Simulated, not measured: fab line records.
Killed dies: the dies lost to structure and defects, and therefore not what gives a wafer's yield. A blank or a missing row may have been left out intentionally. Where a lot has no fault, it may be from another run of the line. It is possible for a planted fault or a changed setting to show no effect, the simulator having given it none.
fab line records ; flow sky130
record lots=12; wafers=36; last_day=49
route steps=708 shown LDD_N@253 LDD_HVN@277 LDD_LDN@300 SPACER@305 PAD_OPEN@708
lots with no fault: from the same line, run without faults
start_h: hours from the record's opening day to when the first of the lot's shown wafers began ; wait_h: how many hours have passed since the lot's step before this one ; " repeats the value in the row above ; L1.1+2: a single row standing in for several wafers ; - no value, or no start given ; * or withheld: withheld ; < > ~ a bound
route shown NAME@n: names a module that has steps shown in the file, with the first one's number in the route ; usual: average and standard deviation across the fault-free wafers ; same: alike in all rows ; chamber/n: place in a boat ; sites: the reading at each site ; _std_site: standard deviation of those values ; _edge_site: the outer-site mean with the inner-site mean subtracted ; radius_mm: for every site, how far away it sits from the centre of the wafer ; mask NAME#n: copy n ; behind: the tool/chamber that last shaped the wafer ; hold: why the lot went on hold/how many hours it stayed there/how the hold came to an end ; device: transistor that didn't switch, given as n, p or np ; end of line: tests run on the same wafers once the route is complete ; a step given without rows: its recipe and nothing more ; killed: dies lost to structure and defects at the first sort, not the wafer's yield ; map: per-die view of a wafer (x killed, . not killed, _ where there is no die)
set.NAME: setting as actually run; set.NAME@STEP: the setting as run at that earlier step ; model.NAME: the simulator's own value behind a step, which no gauge read
one table for each step of the route and one row for each wafer, over a sample of lots
services: a tool's chamber out of use, with start hour (start_h, from the record's first day; less than 0 if before it), hours out, and reason
## steps
# step SKY_LDD_N_STRIP_16
# recipe chemistry=O2/N2; power_w=1400; pressure_mtorr=1500; platen_temp_c=withheld; o2_flow_sccm=3000; n2_flow_sccm=300; overash_fraction=0.5
# usual drypump_motor_current_A=5.77/0.22; oes_product_au=0.407/0.0041; strip_time_to_endpoint_s=4.319/0.017
lot.wafer;tool;chamber;start_h;wait_h;drypump_motor_current_A;oes_product_au;rf_hours_counter_h;strip_time_to_endpoint_s
L321.2;plasma_asher-03;1;406.56;0.1;5.91;0.406;57;4.366
L321.5;plasma_asher-03;1;406.56;0.1;5.88;0.410;-;4.329
L321.6;plasma_asher-03;0;406.56;0.1;5.94;0.403;-;4.359
L322.2;plasma_asher-03;0;418.10;0.1;5.97;0.416;58;4.302
L322.3;plasma_asher-03;0;418.10;0.1;5.98;0.408;-;4.303
L322.4;plasma_asher-03;1;418.10;0.1;5.89;0.403;-;4.305
L323.3;plasma_asher-03;1;429.39;0.1;5.90;0.405;-;4.330
L323.4;plasma_asher-03;0;429.39;0.1;5.97;0.407;-;4.349
L323.6;plasma_asher-03;0;429.39;0.1;5.94;0.412;-;4.348
L326.2;plasma_asher-02;1;443.01;0.1;5.57;0.403;32;4.301
L326.5;plasma_asher-02;1;443.01;0.1;5.57;0.407;-;4.305
L326.6;plasma_asher-02;0;443.01;0.1;5.44;0.399;-;4.316
L327.2;plasma_asher-02;1;460.45;0.1;5.57;0.403;34;4.304
L327.4;plasma_asher-02;0;460.45;0.1;5.42;0.404;-;4.339
L327.6;plasma_asher-02;1;460.45;0.1;5.56;0.411;-;4.315
L330.1;plasma_asher-02;1;476.31;0.1;5.57;0.408;35;4.307
L330.3;plasma_asher-02;1;476.31;0.1;5.58;0.411;-;4.293
L330.5;plasma_asher-02;0;476.31;0.1;5.42;0.412;-;4.300
L331.2;plasma_asher-03;1;491.36;0.1;5.91;0.409;65;4.292
L331.4;plasma_asher-03;1;491.36;0.1;5.90;0.400;-;4.304
L331.6;plasma_asher-03;0;491.36;0.1;5.96;0.411;-;4.303
L333.1;plasma_asher-03;1;511.36;0.1;5.93;0.413;68;4.330
L333.4;plasma_asher-03;1;511.36;0.1;5.88;0.412;-;4.306
L333.5;plasma_asher-03;1;511.36;0.1;5.90;0.412;-;4.327
L335.1;plasma_asher-03;0;525.55;0.1;5.95;0.410;70;4.334
L335.2;plasma_asher-03;1;525.55;0.1;5.90;0.411;70;4.313
L335.5;plasma_asher-03;1;525.55;0.1;5.88;0.411;-;4.320
L336.2;plasma_asher-01;0;531.66;0.1;5.53;0.408;6;4.310
L336.4;plasma_asher-01;0;531.66;0.1;5.54;0.407;-;4.325
L336.6;plasma_asher-01;1;531.66;0.1;5.99;0.401;-;4.316
L337.1;plasma_asher-01;1;541.01;0.1;6.05;0.409;7;4.324
L337.2;plasma_asher-01;0;541.01;0.1;5.56;0.404;7;4.317
L337.4;plasma_asher-01;0;541.01;0.1;5.57;0.406;-;4.307
L338.1;plasma_asher-02;1;549.63;0.1;5.57;0.404;44;4.299
L338.3;plasma_asher-02;0;549.63;0.1;5.42;0.403;-;4.310
L338.6;plasma_asher-02;0;549.63;0.1;5.42;0.413;-;4.308
# step SKY_LDD_HVN_TW_MEAS_10
# usual LDD_HVN_TW=1446/13
lot.wafer;tool;chamber;start_h;wait_h;LDD_HVN_TW
L321.2;film_metro-02;-;468.37;0.1;1457
L321.5;film_metro-02;-;468.37;0.1;1456
L321.6;film_metro-02;-;468.37;0.1;1457
L322.2;film_metro-02;-;479.41;0.1;1471
L322.3;film_metro-02;-;479.41;0.1;1459
L322.4;film_metro-02;-;479.41;0.1;1471
L323.3;film_metro-03;-;490.73;0.1;1436
L323.4;film_metro-03;-;490.73;0.1;1433
L323.6;film_metro-03;-;490.73;0.1;1427
L326.2;film_metro-02;-;505.26;0.1;1457
L326.5;film_metro-02;-;505.26;0.1;1449
L326.6;film_metro-02;-;505.26;0.1;1456
L327.2;film_metro-02;-;522.22;0.1;1457
L327.4;film_metro-02;-;522.22;0.1;1457
L327.6;film_metro-02;-;522.22;0.1;1452
L330.1;film_metro-03;-;537.58;0.1;1424
L330.3;film_metro-03;-;537.58;0.1;1429
L330.5;film_metro-03;-;537.58;0.1;1438
L331.2;film_metro-03;-;551.82;0.1;1434
L331.4;film_metro-03;-;551.82;0.1;1428
L331.6;film_metro-03;-;551.82;0.1;1438
L333.1;film_metro-03;-;571.26;0.1;1450
L333.4;film_metro-03;-;571.26;0.1;1443
L333.5;film_metro-03;-;571.26;0.1;1436
L335.1;film_metro-02;-;585.13;0.1;1458
L335.2;film_metro-02;-;585.13;0.1;1460
L335.5;film_metro-02;-;585.13;0.1;1454
L336.2;film_metro-03;-;590.64;0.1;1432
L336.4;film_metro-03;-;590.64;0.1;1438
L336.6;film_metro-03;-;590.64;0.1;1441
L337.1;film_metro-02;-;600.25;0.1;1445
L337.2;film_metro-02;-;600.25;0.1;1449
L337.4;film_metro-02;-;600.25;0.1;1463
L338.1;film_metro-03;-;607.81;0.1;1434
L338.3;film_metro-03;-;607.81;0.1;1434
L338.6;film_metro-03;-;607.81;0.1;1429
# step SKY_LDD_LDN_IMPLANT_11
# recipe species=As; energy_kev=15; dose_cm2=1.25e+13; tilt_deg=withheld; rotation_deg=293
# usual beam_energy_keV=15.000/0.005; dose_ions_cm2=1.2499e+13/1.3e+10; faraday_current_uA=70.4/1.5
lot.wafer;tool;chamber;start_h;wait_h;beam_energy_keV;dose_ions_cm2;faraday_current_uA
L321.2;implanter-02;0;530.26;0.1;15.003;1.2512e+13;69.7
L321.5;implanter-02;0;530.26;0.1;15.001;1.2505e+13;70.0
L321.6;implanter-02;0;530.26;0.1;14.994;1.2493e+13;69.3
L322.2;implanter-01;0;539.71;0.1;15.003;1.2481e+13;73.8
L322.3;implanter-01;0;539.71;0.1;15.006;1.2496e+13;69.2
L322.4;implanter-01;0;539.71;0.1;15.001;1.2498e+13;71.0
L323.3;implanter-02;0;551.93;0.1;14.998;1.2492e+13;70.7
L323.4;implanter-02;0;551.93;0.1;14.997;1.2494e+13;70.9
L323.6;implanter-02;0;551.93;0.1;14.995;1.2491e+13;70.4
L326.2;implanter-01;0;565.76;0.1;14.996;1.2485e+13;70.8
L326.5;implanter-01;0;565.76;0.1;15.004;1.2488e+13;70.4
L326.6;implanter-01;0;565.76;0.1;14.994;1.2475e+13;71.0
L327.2;implanter-01;0;581.24;0.1;14.997;1.2489e+13;71.6
L327.4;implanter-01;0;581.24;0.1;15.003;1.2519e+13;71.2
L327.6;implanter-01;0;581.24;0.1;15.002;1.2491e+13;70.9
L330.1;implanter-03;0;596.29;0.1;14.989;1.2487e+13;69.4
L330.3;implanter-03;0;596.29;0.1;14.999;1.2491e+13;69.7
L330.5;implanter-03;0;596.29;0.1;14.995;1.2505e+13;68.6
L331.2;implanter-03;0;611.04;0.1;14.996;1.2498e+13;70.8
L331.4;implanter-03;0;611.04;0.1;14.992;1.2487e+13;73.1
L331.6;implanter-03;0;611.04;0.1;15.006;1.2498e+13;73.9
L333.1;implanter-01;0;630.33;0.1;15.010;1.2507e+13;71.4
L333.4;implanter-01;0;630.33;0.1;15.001;1.2495e+13;71.9
L333.5;implanter-01;0;630.33;0.1;15.005;1.2505e+13;72.7
L335.1;implanter-01;0;644.08;0.1;14.998;6.026e+12;33.8
L335.2;implanter-01;0;644.08;0.1;15.000;6.034e+12;33.6
L335.5;implanter-01;0;644.08;0.1;14.995;6.029e+12;34.2
L336.2;implanter-01;0;650.34;0.1;14.996;6.011e+12;34.3
L336.4;implanter-01;0;650.34;0.1;14.995;6.007e+12;33.1
L336.6;implanter-01;0;650.34;0.1;14.995;6.024e+12;35.1
L337.1;implanter-03;0;659.15;0.1;15.003;1.2516e+13;73.2
L337.2;implanter-03;0;659.15;0.1;14.998;1.2504e+13;68.1
L337.4;implanter-03;0;659.15;0.1;15.009;1.2507e+13;70.5
L338.1;implanter-01;0;666.78;0.1;15.003;6.031e+12;32.9
L338.3;implanter-01;0;666.78;0.1;15.003;6.016e+12;33.4
L338.6;implanter-01;0;666.78;0.1;14.997;6.04e+12;33.9
# step SKY_LDD_LDN_TW_MEAS_13
# usual LDD_LDN_TW=1478/13
lot.wafer;tool;chamber;start_h;wait_h;hold;LDD_LDN_TW
L321.2;film_metro-03;-;530.49;0.1;-;1470
L321.5;film_metro-03;-;530.49;0.1;-;1472
L321.6;film_metro-03;-;530.49;0.1;-;1469
L322.2;film_metro-02;-;539.94;0.1;-;1505
L322.3;film_metro-02;-;539.94;0.1;-;1503
L322.4;film_metro-02;-;539.94;0.1;-;1497
L323.3;film_metro-03;-;552.15;0.1;-;1479
L323.4;film_metro-03;-;552.15;0.1;-;1480
L323.6;film_metro-03;-;552.15;0.1;-;1480
L326.2;film_metro-03;-;565.99;0.1;-;1478
L326.5;film_metro-03;-;565.99;0.1;-;1487
L326.6;film_metro-03;-;565.99;0.1;-;1478
L327.2;film_metro-03;-;581.47;0.1;-;1476
L327.4;film_metro-03;-;581.47;0.1;-;1476
L327.6;film_metro-03;-;581.47;0.1;-;1482
L330.1;film_metro-03;-;596.54;0.1;-;1475
L330.3;film_metro-03;-;596.54;0.1;-;1479
L330.5;film_metro-03;-;596.54;0.1;-;1475
L331.2;film_metro-01;-;611.27;0.1;-;1467
L331.4;film_metro-01;-;611.27;0.1;-;1466
L331.6;film_metro-01;-;611.27;0.1;-;1472
L333.1;film_metro-03;-;630.64;0.1;-;1483
L333.4;film_metro-03;-;630.64;0.1;-;1476
L333.5;film_metro-03;-;630.64;0.1;-;1475
L335.1;film_metro-03;-;644.33;0.1;await_dispo/0.2h/release;1406
L335.2;film_metro-03;-;644.33;0.1;await_dispo/0.2h/release;1411
L335.5;film_metro-03;-;644.33;0.1;await_dispo/0.2h/release;1413
L335.1;film_metro-03;-;644.56;0.2;-;1414
L335.2;film_metro-03;-;644.56;0.2;-;1420
L335.5;film_metro-03;-;644.56;0.2;-;1416
L336.2;film_metro-03;-;650.57;0.1;await_dispo/0.2h/release;1412
L336.4;film_metro-03;-;650.57;0.1;await_dispo/0.2h/release;1409
L336.6;film_metro-03;-;650.57;0.1;await_dispo/0.2h/release;1404
L336.2;film_metro-03;-;650.80;0.2;-;1412
L336.4;film_metro-03;-;650.80;0.2;-;1407
L336.6;film_metro-03;-;650.80;0.2;-;1413
L337.1;film_metro-01;-;659.40;0.1;-;1469
L337.2;film_metro-01;-;659.40;0.1;-;1470
L337.4;film_metro-01;-;659.40;0.1;-;1463
L338.1;film_metro-02;-;667.03;0.1;-;1439
L338.3;film_metro-02;-;667.03;0.1;-;1457
L338.6;film_metro-02;-;667.03;0.1;-;1446
# step SKY_SPACER_THK_MEAS_01
# recipe reads=Si3N4_of_SPACER_CVD_00
# usual SPACER_CVD_00_THK=43.1/0.47
lot.wafer;tool;chamber;start_h;wait_h;SPACER_CVD_00_THK[nm]
L321.2;film_metro-04;-;533.48;0.0;42.6
L321.5;film_metro-04;-;533.48;0.0;42.7
L321.6;film_metro-04;-;533.48;0.0;42.4
L322.2;film_metro-01;-;541.26;0.0;42.4
L322.3;film_metro-01;-;541.26;0.0;41.9
L322.4;film_metro-01;-;541.26;0.0;42.1
L323.3;film_metro-01;-;553.47;0.0;42.9
L323.4;film_metro-01;-;553.47;0.0;42.4
L323.6;film_metro-01;-;553.47;0.0;42.4
L326.2;film_metro-04;-;567.31;0.0;43.2
L326.5;film_metro-04;-;567.31;0.0;43.2
L326.6;film_metro-04;-;567.31;0.0;43.5
L327.2;film_metro-01;-;584.63;0.0;42.8
L327.4;film_metro-01;-;584.63;0.0;42.3
L327.6;film_metro-01;-;584.63;0.0;42.5
L330.1;film_metro-01;-;599.12;0.0;43.1
L330.3;film_metro-01;-;599.12;0.0;42.4
L330.5;film_metro-01;-;599.12;0.0;43.1
L331.2;film_metro-01;-;612.85;0.0;42.8
L331.4;film_metro-01;-;612.85;0.0;43.1
L331.6;film_metro-01;-;612.85;0.0;43.1
L333.1;film_metro-01;-;631.96;0.0;43.2
L333.4;film_metro-01;-;631.96;0.0;43.6
L333.5;film_metro-01;-;631.96;0.0;42.9
L335.1;film_metro-01;-;649.54;0.0;42.7
L335.2;film_metro-01;-;649.54;0.0;42.5
L335.5;film_metro-01;-;649.54;0.0;42.6
L336.2;film_metro-03;-;656.97;0.1;43.5
L336.4;film_metro-03;-;656.97;0.1;43.3
L336.6;film_metro-03;-;656.97;0.1;43.6
L337.1;film_metro-01;-;660.72;0.0;42.8
L337.2;film_metro-01;-;660.72;0.0;42.6
L337.4;film_metro-01;-;660.72;0.0;43.0
L338.1;film_metro-03;-;668.35;0.0;43.3
L338.3;film_metro-03;-;668.35;0.0;43.7
L338.6;film_metro-03;-;668.35;0.0;43.7
# step SKY_PAD_OPEN_PROBE_99
# usual killed_at_M0_to_M3=44/6; killed_at_M4_up=2.9/1.5; killed_at_contacts=24/4.9; killed_at_front_end=16/4.3; killed_at_other=0.3/0.54; killed_dies=87/8.7; killed_open=48/6.7; killed_short=39/5.9
# same gross_dies=492; killed_at_back_side=0
lot.wafer;tool;chamber;start_h;wait_h;killed_at_M0_to_M3;killed_at_M4_up;killed_at_contacts;killed_at_front_end;killed_at_other;killed_dies;killed_open;killed_short
L322.2;prober-01;-;1085.93;0.1;41;2;36;13;1;93;49;44
L322.3;prober-01;-;1085.98;0.2;40;3;28;12;1;84;44;40
L322.4;prober-01;-;1086.03;0.2;41;1;26;14;3;85;43;42
L326.2;prober-02;-;1103.48;0.1;52;1;21;15;0;89;57;32
L326.5;prober-02;-;1103.63;0.2;42;6;18;16;0;82;40;42
L326.6;prober-02;-;1103.68;0.2;35;5;22;18;0;80;46;34
L330.1;prober-01;-;1127.01;0.1;37;2;21;24;1;85;51;34
L330.3;prober-01;-;1127.11;0.2;38;1;23;19;0;81;46;35
L330.5;prober-01;-;1127.21;0.2;35;0;24;17;0;76;44;32
L331.2;prober-02;-;1135.50;0.1;44;2;22;14;0;82;42;39
L331.4;prober-02;-;1135.60;0.2;44;4;22;16;0;86;48;38
L331.6;prober-02;-;1135.70;0.2;51;2;19;17;0;89;50;39
L335.1;prober-02;-;1153.82;0.1;47;4;20;21;0;92;46;45
L335.2;prober-02;-;1153.87;0.1;42;4;31;23;0;100;56;44
L335.5;prober-02;-;1154.02;0.2;51;5;18;19;0;93;51;42
L336.2;prober-01;-;1157.46;0.1;57;3;12;13;1;86;50;36
L336.4;prober-01;-;1157.56;0.2;48;1;15;8;0;72;37;34
L336.6;prober-01;-;1157.66;0.2;46;3;21;11;0;81;45;36
# killed by level:class
L322.2 VIA1:geometric_particle:open=13 CONTACT:geometric_particle:open=12 FIELD_ISO:geometric_particle:short=9 CONTACT:geometric_particle:short=9 LI_CONTACT:geometric_particle:open=8 VIA3:geometric_particle:open=5 METAL1:geometric_particle:short=5 VIA2:geometric_particle:short=5
L322.3 CONTACT:geometric_particle:open=14 VIA1:geometric_particle:open=11 CONTACT:geometric_particle:short=8 METAL2:geometric_particle:short=6 LI_CONTACT:geometric_particle:open=5 VIA2:geometric_particle:short=5 SPACER:geometric_particle:short=4 VIA3:geometric_particle:short=4
L322.4 VIA1:geometric_particle:open=16 CONTACT:geometric_particle:open=10 VIA1:geometric_particle:short=8 FIELD_ISO:geometric_particle:short=6 LI_CONTACT:geometric_particle:open=6 METAL1:geometric_particle:short=5 CONTACT:geometric_particle:short=4 LI_CONTACT:geometric_particle:short=3
L326.2 VIA1:geometric_particle:open=17 LI_CONTACT:geometric_particle:open=8 CONTACT:geometric_particle:open=8 VIA3:geometric_particle:short=8 METAL1:geometric_particle:short=7 POLY_GATE:geometric_particle:open=6 VIA3:geometric_particle:open=5 VIA2:geometric_particle:open=4
L326.5 METAL1:geometric_particle:short=9 LI_CONTACT:geometric_particle:open=8 VIA1:geometric_particle:open=7 VIA2:geometric_particle:open=6 FIELD_ISO:geometric_particle:short=5 VIA2:geometric_particle:short=5 CONTACT:geometric_particle:open=5 METAL2:geometric_particle:short=5
L326.6 CONTACT:geometric_particle:open=8 METAL1:geometric_particle:short=7 VIA1:geometric_particle:open=7 FIELD_ISO:geometric_particle:open=6 LI_CONTACT:geometric_particle:open=6 METAL2:geometric_particle:short=5 VIA3:geometric_particle:open=5 CONTACT:geometric_particle:short=4
L330.1 CONTACT:geometric_particle:open=11 VIA1:geometric_particle:open=9 METAL2:geometric_particle:short=7 FIELD_ISO:geometric_particle:open=6 LI_CONTACT:geometric_particle:open=6 VIA3:geometric_particle:open=5 VIA2:geometric_particle:open=5 FIELD_ISO:geometric_particle:short=4
L330.3 VIA3:geometric_particle:open=9 VIA1:geometric_particle:short=6 LI_CONTACT:geometric_particle:open=6 CONTACT:geometric_particle:short=6 VIA1:geometric_particle:open=6 POLY_GATE:geometric_particle:open=5 CONTACT:geometric_particle:open=5 VIA2:geometric_particle:open=4
L330.5 VIA1:geometric_particle:open=11 CONTACT:geometric_particle:open=7 FIELD_ISO:geometric_particle:open=6 CONTACT:geometric_particle:short=6 METAL2:geometric_particle:short=6 VIA2:geometric_particle:open=6 POLY_GATE:geometric_particle:short=5 LOCAL_INTERCONNECT:geometric_particle:short=5
L331.2 LI_CONTACT:geometric_particle:open=11 VIA1:geometric_particle:open=11 VIA1:geometric_particle:short=6 METAL1:geometric_particle:short=6 POLY_GATE:geometric_particle:short=5 METAL2:geometric_particle:short=5 VIA3:geometric_particle:open=5 CONTACT:geometric_particle:open=4
L331.4 VIA1:geometric_particle:open=14 LOCAL_INTERCONNECT:geometric_particle:short=7 VIA3:geometric_particle:open=7 POLY_GATE:geometric_particle:open=5 CONTACT:geometric_particle:open=5 METAL2:geometric_particle:short=5 VIA2:geometric_particle:open=5 LI_CONTACT:geometric_particle:open=4
L331.6 VIA2:geometric_particle:open=11 VIA1:geometric_particle:open=10 LI_CONTACT:geometric_particle:open=8 VIA1:geometric_particle:short=8 POLY_GATE:geometric_particle:open=6 METAL2:geometric_particle:short=5 VIA3:geometric_particle:open=5 FIELD_ISO:geometric_particle:open=4
L335.1 CONTACT:geometric_particle:open=8 VIA1:geometric_particle:open=8 METAL2:geometric_particle:short=8 VIA2:geometric_particle:open=8 FIELD_ISO:geometric_particle:short=6 FIELD_ISO:geometric_particle:open=5 POLY_GATE:geometric_particle:short=5 VIA1:geometric_particle:short=4
L335.2 CONTACT:geometric_particle:open=14 METAL1:geometric_particle:short=9 VIA1:geometric_particle:open=9 LI_CONTACT:geometric_particle:open=8 FIELD_ISO:geometric_particle:open=6 POLY_GATE:geometric_particle:open=6 POLY_GATE:geometric_particle:short=5 METAL2:geometric_particle:short=5
L335.5 VIA3:geometric_particle:open=13 VIA1:geometric_particle:open=11 POLY_GATE:geometric_particle:short=8 LI_CONTACT:geometric_particle:open=8 CONTACT:geometric_particle:open=6 METAL2:geometric_particle:short=6 VIA2:geometric_particle:open=5 METAL4:geometric_particle:short=5
L336.2 VIA3:geometric_particle:open=12 VIA1:geometric_particle:open=10 VIA2:geometric_particle:open=10 VIA1:geometric_particle:short=7 METAL2:geometric_particle:short=6 POLY_GATE:geometric_particle:open=5 CONTACT:geometric_particle:open=5 FIELD_ISO:geometric_particle:open=4
L336.4 VIA1:geometric_particle:open=13 METAL2:geometric_particle:short=8 METAL1:geometric_particle:short=6 LI_CONTACT:geometric_particle:open=5 VIA3:geometric_particle:open=5 VIA1:geometric_particle:short=4 CONTACT:geometric_particle:open=4 CONTACT:geometric_particle:short=4
L336.6 VIA1:geometric_particle:open=13 CONTACT:geometric_particle:open=7 VIA1:geometric_particle:short=7 LI_CONTACT:geometric_particle:open=6 VIA3:geometric_particle:open=6 VIA3:geometric_particle:short=5 CONTACT:geometric_particle:short=4 METAL2:geometric_particle:short=4
## services
tool;chamber;start_h;hours;kind
implanter-03;-;400.55;8.2;pm
implanter-01;-;412.87;2.2;repair
implanter-02;-;414.12;4.1;repair
plasma_asher-01;-;421.25;9.0;pm
plasma_asher-01;0;421.25;9.0;vent_cycle
plasma_asher-01;1;421.25;9.0;vent_cycle
plasma_asher-01;0;430.25;-;clean
plasma_asher-01;1;430.25;-;clean
implanter-03;-;432.40;10.2;pm
plasma_asher-01;-;488.52;6.4;repair
plasma_asher-01;-;494.95;28.1;pm
implanter-03;-;532.57;1.0;repair
implanter-01;-;553.32;4.5;repair
implanter-03;-;580.42;1.7;repair
plasma_asher-02;-;585.92;7.5;repair
implanter-01;-;611.38;3.6;repair
plasma_asher-02;-;620.74;2.8;pm
implanter-01;-;621.01;4.4;pm
## key
first_sign step=SKY_LDD_LDN_IMPLANT_11; reading=dose_ions_cm2; direction=down; sigmas=99+; usual=*; struck=*
effect step=SKY_LDD_LDN_IMPLANT_11; reading=faraday_current_uA; direction=down; sigmas=24; usual=70.4; struck=33.8
effect step=SKY_LDD_LDN_TW_MEAS_13; reading=visit; direction=added
met_at SKY_LDD_LDN_IMPLANT_11
struck_lots L335,L336,L338
tester_left_out L335,L336,L338
not_acting_at SKY_LDD_N_STRIP_16,SKY_LDD_HVN_TW_MEAS_10,SKY_SPACER_THK_MEAS_01
onset_between 630.33 644.08
fault kind=process_parameter_drift; tool=implanter-01; chamber=-; onset_h=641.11; steps=SKY_LDD_LDN_IMPLANT_11; channel=dose_cm2; offset=*; shape=step; end_h=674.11; acts_in=*; stated=*
# tester_left_out: of these lots the tester's yield and bins aren't shown, on N5 and GAA mostly nor the transistor test; their killed dies are dies lost to structure and defects alone, not to doping, threshold or leakage, so they don't give the yield
